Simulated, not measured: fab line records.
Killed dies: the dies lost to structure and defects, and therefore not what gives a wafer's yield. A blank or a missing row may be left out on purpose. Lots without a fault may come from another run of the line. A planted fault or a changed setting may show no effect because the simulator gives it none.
Matching of chambers || flow sfq_line || 4 sister chambers for SFQ_TRILAYER_I1_CMP_CMP_046 on cmp-01
The step polishes SiO2. 4 wafers are shown with their chamber, then 7 later ones without.

== EACH WAFER AND ITS CHAMBER ==
{"wafer": "L621.3", "chamber": 3, "time_to_endpoint_s (s)": 200}
{"wafer": "L622.1", "chamber": 0, "time_to_endpoint_s (s)": 220}
{"wafer": "L622.6", "chamber": 1, "time_to_endpoint_s (s)": 213}
{"wafer": "L624.3", "chamber": 2, "time_to_endpoint_s (s)": 220}

== WAFERS WHOSE CHAMBER IS MISSING ==
{"wafer": "L624.1", "time_to_endpoint_s (s)": 221}
{"wafer": "L624.6", "time_to_endpoint_s (s)": 218}
{"wafer": "L631.4", "time_to_endpoint_s (s)": 231}
{"wafer": "L632.3", "time_to_endpoint_s (s)": 205}
{"wafer": "L632.5", "time_to_endpoint_s (s)": 214}
{"wafer": "L633.2", "time_to_endpoint_s (s)": 189}
{"wafer": "L633.3", "time_to_endpoint_s (s)": 214}

== WHICH CHAMBER EACH WENT THROUGH ==
{"wafer": "L624.1", "from the rows above": "can't be placed: 0 or 2 or 1", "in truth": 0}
{"wafer": "L624.6", "from the rows above": "can't be placed: 0 or 2 or 1", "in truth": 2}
{"wafer": "L631.4", "from the rows above": "can't be placed: 0 or 2 or 1", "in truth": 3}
{"wafer": "L632.3", "from the rows above": "can't be placed: 3 or 1 or 0 or 2", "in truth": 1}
{"wafer": "L632.5", "from the rows above": "can't be placed: 1 or 0 or 2", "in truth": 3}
{"wafer": "L633.2", "from the rows above": 3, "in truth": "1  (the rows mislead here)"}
{"wafer": "L633.3", "from the rows above": "can't be placed: 1 or 0 or 2", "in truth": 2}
Placed correctly: 0 of 7. Can't be placed from these rows: 6 (the true chamber is among the candidates in 4). Placed wrongly: 1.
How it was worked out, from the rows above alone: a wafer's distance from a chamber is the root of the sum, over the readings, of the square of ((its reading less the chamber's mean) divided by the reading's scatter). The wafer belongs to the nearest chamber; if the next one is less than 2 further off, it can't be placed. A chamber's mean is the mean of its shown wafers. The scatter (one wafer shown for each chamber): square how far every hidden wafer sits from the nearest shown wafer, average those squares and take the square root.
